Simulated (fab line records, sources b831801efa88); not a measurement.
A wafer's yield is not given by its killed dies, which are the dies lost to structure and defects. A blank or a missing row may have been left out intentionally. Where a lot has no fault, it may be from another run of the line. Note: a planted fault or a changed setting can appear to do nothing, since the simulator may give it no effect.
8D (eight disciplines) problem report, filled in by code + flow gf180mcu + the parts of the form that need people (team, actions taken, sign-off) are left out

## 1. THE ISSUE
PSD_TW at GF_PSD_TW_MEAS_11 reads a mean of 3080 on 2 wafers of 1 lot; wafers without a fault read 3197 with a standard deviation of 22. That puts it -5.3 standard deviations away from the usual mean.
Seen first at day 19 19:09 on filmMetro-01, wafer L398.1. Wafers with a number at this step in the record: 36, from 12 lots. Rule for "out", or "out of limits": more than 4 standard deviations from the usual mean. The other wafers with a number count as sound.

## 2. WHAT IT IS AND WHAT IT IS NOT
| question                    | is                | is not                                                                    |
|-----------------------------|-------------------|---------------------------------------------------------------------------|
| which readings at this step | PSD_TW            | -                                                                         |
| which lots                  | L398              | L386, L387, L388, L389, L390, L391, L392, L393, L394, L405, L407          |
| which wafers of those lots  | L398.1, L398.4    | L398.3                                                                    |
| read on which gauges        | filmMetro-01      | filmMetro-02, filmMetro-04                                                |
| when                        | from day 19 19:09 | up to then (28 sound wafers); but 6 sound wafers of L405, L407 came after |

## 3. THE SUSPECTS, EACH WITH WHAT RULES IT OUT
Counting: if a tool at a process step up to the reading ran every lot that is out, it stays a suspect. Sound lots after the first of them don't rule it out here, since some wafers of a struck lot are sound.
- ruled out: the gauge at GF_PSD_TW_MEAS_11. All the wafers that are out were read on filmMetro-01, but those of them that GF_PSD_IMPLANT_09 has rows for are out there too, on other tools.
- implanter-04 at GF_PSD_IMPLANT_09: kept. It processed L398, the lot that is out, at day 19 18:54, and its most recent sound lot before then was L393 at day 18 10:49. Out on those wafers are its own readings of beamOnS, faradayCurrentUA.
- plasmaAsher-04 at GF_PSD_STRIP_10 (strips in O2/N2): kept. It processed L398, the lot that is out, at day 19 19:03, and its most recent sound lot before then was L394 at day 18 11:32. Out on those wafers are its own readings of stripTimeToEndpointS.
- Within plasmaAsher-04 at GF_PSD_STRIP_10, the wafers that are out were processed in chamber 1 and their sound lot-mates in chamber 0.
The count leaves plasmaAsher-04 at GF_PSD_STRIP_10 and implanter-04 at GF_PSD_IMPLANT_09.

## 4. THE CAUSE (what the simulator had put in)
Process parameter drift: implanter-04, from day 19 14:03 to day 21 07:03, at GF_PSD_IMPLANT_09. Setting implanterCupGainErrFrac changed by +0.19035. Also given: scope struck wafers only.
2 suspects survive the count, and this tool is in that group.

## 5. SEQUENCE OF EFFECTS, ordered by route
Each row: a reading where the mean over the struck wafers with a number is more than 3 standard deviations away from the usual. Readings are gone through only where the record gives a usual standard deviation; hours: the median, over the lots, of the time from a lot's start at the first step in this table giving one to that lot's start at this step; sigmas: the change measured in usual standard deviations.
| hours | step              | reading              | usual         | on struck wafers | change | sigmas |
|-------|-------------------|----------------------|---------------|------------------|--------|--------|
| 0     | GF_PSD_IMPLANT_09 | beamOnS              | 10.01 s       | 8.34             | -1.67  | -8.8   |
| 0     | GF_PSD_IMPLANT_09 | faradayCurrentUA     | 8242          | 9857             | +1615  | +10    |
| 0     | GF_PSD_STRIP_10   | oesProductAu         | 0.591 a.u.    | 0.605            | +0.014 | +3.1   |
| 0     | GF_PSD_STRIP_10   | stripTimeToEndpointS | 16.51 s       | 15.96            | -0.56  | -13    |
| 0     | GF_PSD_TW_MEAS_11 | PSD_TW               | 3197          | 3080             | -116   | -5.3   |
| 1     | GF_PSD_RS_MEAS_15 | PSD_RS               | 108.62 ohm/sq | 117.04           | +8.42  | +29    |
Process steps it contains:
- GF_PSD_IMPLANT_09
- GF_PSD_STRIP_10: strips in O2/N2.
At these later measuring or inspecting steps, every struck wafer for which the step has a row has a number for every such reading, and none has moved that far: GF_V3_THK_MEAS_01, GF_V3_THK_MEAS_03, GF_V3_BOW_MEAS_05.

## 6. HOW IT WOULD HAVE BEEN CAUGHT EARLIER
In this record the first reading out of limits at a measuring or inspecting step was taken at day 19 19:09, 5 hours after the fault began at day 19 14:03.
At GF_PSD_IMPLANT_09, the tool's own readings (beamOnS, faradayCurrentUA) were out on each struck wafer the step has a row for, so an alarm limit on them would have fired on the first such wafer.
By day 19 19:09, every lot that is out (1) had started GF_PSD_IMPLANT_09 on implanter-04. None of them would have been spared by holding the tool at that moment.
